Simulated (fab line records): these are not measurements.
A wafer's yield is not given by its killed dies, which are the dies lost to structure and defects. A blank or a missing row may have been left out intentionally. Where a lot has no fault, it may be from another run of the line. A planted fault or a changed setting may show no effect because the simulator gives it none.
Chamber matching :: flow sky130 :: hdpcvd-02 running SKY_FIELD_ISO_CVD_24: 3 sister chambers
The step deposits SiO2, target thk 595 nm, time 99.2 s. 6 wafers are shown with their chamber, then 8 later ones without.

WAFERS, EACH WITH ITS CHAMBER
wafer: L405.5
chamber: 1
sih4FlowSccm (sccm): 60.02

wafer: L405.6
chamber: 0
sih4FlowSccm (sccm): 60.03

wafer: L406.1
chamber: 1
sih4FlowSccm (sccm): 59.88

wafer: L406.2
chamber: 0
sih4FlowSccm (sccm): 59.97

wafer: L406.4
chamber: 2
sih4FlowSccm (sccm): 59.94

wafer: L409.1
chamber: 2
sih4FlowSccm (sccm): 59.67

WAFERS WITH NO CHAMBER GIVEN
wafer: L409.4
sih4FlowSccm (sccm): 59.98

wafer: L409.6
sih4FlowSccm (sccm): 60.19

wafer: L412.2
sih4FlowSccm (sccm): 59.92

wafer: L412.3
sih4FlowSccm (sccm): 59.82

wafer: L412.6
sih4FlowSccm (sccm): 59.97

wafer: L413.1
sih4FlowSccm (sccm): 59.96

wafer: L413.2
sih4FlowSccm (sccm): 59.92

wafer: L413.3
sih4FlowSccm (sccm): 60.07

CHAMBER TAKEN BY EACH
wafer: L409.4
from the rows above: can't be placed: 0 or 1 or 2
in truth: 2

wafer: L409.6
from the rows above: can't be placed: 0 or 1 or 2
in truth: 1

wafer: L412.2
from the rows above: can't be placed: 1 or 0 or 2
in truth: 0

wafer: L412.3
from the rows above: can't be placed: 2 or 1 or 0
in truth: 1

wafer: L412.6
from the rows above: can't be placed: 1 or 0 or 2
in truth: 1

wafer: L413.1
from the rows above: can't be placed: 1 or 0 or 2
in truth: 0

wafer: L413.2
from the rows above: can't be placed: 1 or 0 or 2
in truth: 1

wafer: L413.3
from the rows above: can't be placed: 0 or 1 or 2
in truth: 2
Placed correctly: 0 of 8. These rows do not allow placing 8 (true chamber among the candidates in 8). Placed wrongly: 0.
How it was worked out, from the rows above alone: a wafer's distance from a chamber is the root of the sum, over the readings, of the square of ((its reading less the chamber's mean) divided by the reading's scatter). If the next closest chamber is less than 2 further off than the closest, the wafer can't be placed; otherwise it belongs to the closest. The mean given for a chamber averages the wafers shown for that chamber. The scatter is the square root of a quotient: the sum, over the shown wafers, of each reading's squared deviation from its chamber's mean, divided by wafers minus chambers.
